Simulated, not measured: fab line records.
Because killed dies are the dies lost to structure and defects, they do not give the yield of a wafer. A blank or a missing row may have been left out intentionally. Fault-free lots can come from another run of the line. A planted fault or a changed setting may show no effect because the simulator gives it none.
Comparing a struck lot with a sound one + flow sfq line + 41 out of 325 route steps
Sound: wafers L239.1, L239.3, L239.5. Struck: wafers L250.1, L250.2, L250.5. Last of all comes the cause.
At each step with rows: each side's tool, then ch and its chambers, then its first start. Under that, the readings that differ: sound wafers + struck wafers + difference of the means + sigmas: that difference in standard deviations of wafers without a fault.
alike: readings with means less than 2 such deviations apart, plus words and numbers identical on both sides. not compared: withheld readings, readings lacking a value on some wafer, bounds such as >300 that could conceal the same value, and numbers that have no deviation in the record and whose values overlap.
Wherever a step has rows on one side only, a row that says differs or no value, or a row with sigmas, the two part there. Numbers that have no deviation but don't overlap get no sigmas and don't part them. A reading missing from all wafers of one side parts the sides only when that side holds two or more wafers.

first, 2 steps without rows for these wafers: SFQ_TRILAYER_I6_VIA_STRIP_SOLV_CLEAN_174 (cleans in NMP, time 600 s); SFQ_TRILAYER_M7_DEP_PRE_CLEAN_176 (time 22.5 s).
SFQ_TRILAYER_M7_DEP_SPUTTER_175: material Nb, target thk 200 nm, time 133.3 s.
  struck on pvd sputter-05, day 81 14:02; sound on pvd sputter-04, day 71 04:13
  alike: throttle valve pct
SFQ_M7_RS_MEAS_943: measurement is done with a four-point probe.
  struck on film metro-03, day 81 14:08; sound on film metro-01, day 71 04:18
  alike: M7_NB_RS
then, 6 steps without rows for these wafers: SFQ_TRILAYER_M7_LITHO_COAT_182 (resist thk 62 nm); SFQ_TRILAYER_M7_LITHO_COAT_177 (resist thk 600 nm); SFQ_TRILAYER_M7_LITHO_SOFTBAKE_181; SFQ_TRILAYER_M7_LITHO_EXPOSE_178 (exposes mask M7, target cd 500 nm); SFQ_TRILAYER_M7_LITHO_PEB_180 (peb time 60 s); SFQ_TRILAYER_M7_LITHO_DEVELOP_179 (time 60 s).
SFQ_M7_OVL_MEAS_945:
  struck on overlay-02, day 81 17:51; sound on overlay-01, day 71 06:44
  alike: M7_OVL
SFQ_TRILAYER_M7_BARC_OPEN_METAL_ETCH_229: etches BARC in O2, target depth 125 nm, time 41.7 s.
  sound on rie metal-01 ch 0,1, day 71 06:46; struck on rie metal-01 ch 0,1, day 81 17:53
  no value came back on the struck wafers for any of 5 readings (bias w (W), chamber pressure mTorr (mTorr) and others); on the sound wafers bias w (W) reads 80.10 79.77 80.17
| reading                                             | sound             | struck            | difference | sigmas |
|-----------------------------------------------------|-------------------|-------------------|------------|--------|
| model.KrF_of_TRILAYER_M7_LITHO_COAT_177.thk nm (nm) | 524.1 523.6 523.4 | 573.4 573.4 575.5 | +50.4      |        |
  not compared: rf hours counter h
SFQ_TRILAYER_M7_ETCH_METAL_ETCH_180: etches Nb in Cl2/Ar, stops on SiO2, target depth 240 nm, time 120 s.
  sound on rie metal-01 ch 0,1, day 71 06:50; struck on rie metal-01 ch 0,1, day 81 17:56
| reading                                             | sound             | struck            | difference | sigmas |
|-----------------------------------------------------|-------------------|-------------------|------------|--------|
| oes product au (a.u.)                               | 0.897 0.907 0.903 | 0.369 0.379 0.383 | -0.525     | -65    |
| model.KrF_of_TRILAYER_M7_LITHO_COAT_177.thk nm (nm) | 383.4 383.4 376.8 | 425.7 430.7 434   | +48.9      |        |
  alike: bias w, chamber pressure mTorr, drypump motor current A, he backside leak sccm
  not compared: rf hours counter h
SFQ_TRILAYER_M7_STRIP_STRIP_181: strips in O2.
  sound on rie metal-01 ch 0,1, day 71 06:57; struck on rie metal-01 ch 0,1, day 81 18:04
  alike: drypump motor current A, he backside leak sccm, oes product au
  not compared: rf hours counter h
then, 1 step without rows for these wafers: SFQ_TRILAYER_M7_STRIP_SOLV_CLEAN_182 (cleans in NMP, time 600 s).
SFQ_TRILAYER_I7_DEP_PECVD_183: deposits SiO2 from SiH4/N2O, time 111.11 s, target thk 500 nm.
  sound on pecvd-03 ch 0,1,2, day 71 07:44; struck on pecvd-02 ch 0,1, day 81 18:50
  alike: heater power w, throttle valve pct
then, 1 step without rows for these wafers: SFQ_TRILAYER_I7_CMP_CMP_184 (polishes SiO2).
SFQ_I7_BOW_MEAS_946:
  struck on film metro-04, day 81 21:55; sound on film metro-02, day 71 10:49
  alike: I7_BOW
SFQ_TRILAYER_I7_METRO_MEASURE_185:
  struck on film metro-04, day 81 22:02; sound on film metro-02, day 71 10:56
  alike: thk nm
then, 3 steps without rows for these wafers: SFQ_TRILAYER_I7_VIA_LITHO_COAT_192 (resist thk 62 nm); SFQ_TRILAYER_I7_VIA_LITHO_COAT_187 (resist thk 650 nm); SFQ_TRILAYER_I7_VIA_LITHO_SOFTBAKE_191.
-- the record jumps here: 3 days lie between the struck wafers' starts before and after --
SFQ_TRILAYER_I7_VIA_LITHO_EXPOSE_188: exposes mask I7, target cd 1000 nm.
  sound on krf scanner-01 ch 0, day 75 05:23; struck on krf scanner-01, day 85 06:51
  no value came back on the struck wafers for exposure dose mJ cm2, focus offset nm (nm), reticle temp C (C); on the sound wafers exposure dose mJ cm2 reads 21.309 21.342 21.324
  alike: mask
then, 2 steps without rows for these wafers: SFQ_TRILAYER_I7_VIA_LITHO_PEB_190 (peb time 60 s); SFQ_TRILAYER_I7_VIA_LITHO_DEVELOP_189 (time 60 s).
SFQ_I7_OVL_MEAS_947:
  struck on overlay-01, day 85 08:21; sound on overlay-01, day 75 06:53
| reading     | sound    | struck | difference                    | sigmas |
|-------------|----------|--------|-------------------------------|--------|
| I7_OVL (nm) | -1 -4 -5 | - - -  | no value on the struck wafers |        |
then, 1 step without rows for these wafers: SFQ_TRILAYER_I7_VIA_BARC_OPEN_VIA_ETCH_260 (etches BARC in O2, target depth 125 nm, time 41.7 s).
SFQ_TRILAYER_I7_VIA_ETCH_VIA_ETCH_190: etches SiO2 in CHF3, stops on Nb, target depth 260 nm.
  sound on rie diel-04 ch 0,1,2, day 75 06:58; struck on rie diel-01 ch 0,1,3, day 85 08:25
| reading               | sound             | struck            | difference | sigmas |
|-----------------------|-------------------|-------------------|------------|--------|
| oes product au (a.u.) | 0.849 0.856 0.857 | 0.365 0.375 0.374 | -0.483     | -93    |
  alike: bias w, chamber pressure mTorr, drypump motor current A
SFQ_TRILAYER_I7_VIA_STRIP_STRIP_191: strips in O2.
  sound on rie metal-04 ch 0,1, day 75 07:04; struck on rie metal-02 ch 0,1, day 85 08:32
  alike: drypump motor current A, he backside leak sccm, oes product au
  not compared: rf hours counter h
then, 7 steps without rows for these wafers: SFQ_TRILAYER_I7_VIA_STRIP_SOLV_CLEAN_192 (cleans in NMP, time 600 s); SFQ_TRILAYER_M8_LITHO_LOR_COAT_197; SFQ_TRILAYER_M8_LITHO_LOR_BAKE_198; SFQ_TRILAYER_M8_LITHO_COAT_193 (resist thk 600 nm); SFQ_TRILAYER_M8_LITHO_SOFTBAKE_199; SFQ_TRILAYER_M8_LITHO_PEB_196 (peb time 60 s); SFQ_TRILAYER_M8_LITHO_DEVELOP_195 (img clear 15 s, time 55 s).
SFQ_M8_OVL_MEAS_948:
  struck on overlay-02, day 85 12:17; sound on overlay-01, day 75 15:16
| reading     | sound   | struck | difference                    | sigmas |
|-------------|---------|--------|-------------------------------|--------|
| M8_OVL (nm) | -2 -4 5 | - - -  | no value on the struck wafers |        |
then, 3 steps without rows for these wafers: SFQ_TRILAYER_M8_DEP_EVAP_197 (material Ti, target thk 20 nm, time 100 s); SFQ_TRILAYER_M8_DEP_EVAP_198 (material Pt, target thk 50 nm, time 250 s); SFQ_TRILAYER_M8_DEP_EVAP_196 (material Au, target thk 180 nm, time 900 s).
SFQ_M8_BOW_MEAS_951:
  struck on film metro-04, day 85 13:25; sound on film metro-01, day 75 16:35
| reading                       | sound                | struck            | difference | sigmas |
|-------------------------------|----------------------|-------------------|------------|--------|
| model.etest.m8.ohm sq         | 0.1556 0.1535 0.1566 | 1e+06 1e+06 1e+06 | +1e+06     |        |
| model.etest.i7.link ohm       | 1.046 1.03 1.043     | 1e+06 1e+06 1e+06 | +1e+06     |        |
| model.etest.m7.comb log10 ohm | 12 12 12             | 0 0 0             | -12        |        |
  alike: M8_BOW

WHERE THEY PART
At SFQ_TRILAYER_M7_BARC_OPEN_METAL_ETCH_229 first; at SFQ_M8_OVL_MEAS_948 last (within this record only). Later steps at which nothing parts them and some readings are alike: SFQ_M8_BOW_MEAS_951.

WHY: the cause the simulator had injected
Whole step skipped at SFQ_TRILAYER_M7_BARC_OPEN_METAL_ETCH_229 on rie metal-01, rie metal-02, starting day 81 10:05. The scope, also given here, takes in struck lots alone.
